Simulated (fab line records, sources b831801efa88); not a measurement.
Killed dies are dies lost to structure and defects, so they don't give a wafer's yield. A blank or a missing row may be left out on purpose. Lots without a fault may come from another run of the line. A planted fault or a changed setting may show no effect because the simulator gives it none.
Chamber matching | flow sky130 | SKY_CONTACT_CMP_27 on cmp-02: 4 sister chambers
The step polishes, stops on SiO2, t overpolish 15 s, target thk 0 nm. 8 wafers are shown with their chamber, then 7 later ones without.

WAFERS WITH THEIR CHAMBER
wafer  | chamber | motor_current_A (A) | time_to_endpoint_s (s)
L257.1 | 1       | 11.2                | 80
L256.4 | 3       | 9.0                 | 80
L258.2 | 3       | 9.4                 | 77
L259.1 | 1       | 11.5                | 77
L259.2 | 2       | 10.8                | 81
L259.5 | 2       | 10.8                | 81
L260.2 | 0       | 10.7                | 79
L260.5 | 0       | 10.6                | 81

WAFERS WITHOUT THEIR CHAMBER
wafer  | motor_current_A (A) | time_to_endpoint_s (s)
L260.6 | 11.7                | 83
L261.1 | 9.0                 | 78
L261.3 | 11.4                | 77
L261.4 | 11.0                | 79
L269.2 | 10.8                | 85
L269.5 | 10.6                | 82
L269.6 | 9.4                 | 80

WHICH CHAMBER EACH WENT THROUGH
wafer  | from the rows above          | in truth
L260.6 | can't be placed: 1 or 2      | 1
L261.1 | 3                            | 3
L261.3 | 1                            | 1
L261.4 | can't be placed: 2 or 1 or 0 | 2
L269.2 | can't be placed: 2 or 0      | 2
L269.5 | can't be placed: 0 or 2      | 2
L269.6 | 3                            | 3
Placed correctly: 3 of 7. Can't be placed from these rows: 4 (the true chamber is among the candidates in 4). Placed wrongly: 0.
How it was worked out, from the rows above alone: a wafer's distance from a chamber is the root of the sum, over the readings, of the square of ((its reading less the chamber's mean) divided by the reading's scatter). The wafer belongs to the nearest chamber; if the next one is less than 2 further off, it can't be placed. A chamber's mean is the mean of its shown wafers. The scatter: the root of (the sum of the squares of (reading less its chamber's mean) over the shown wafers, divided by (wafers less chambers)).
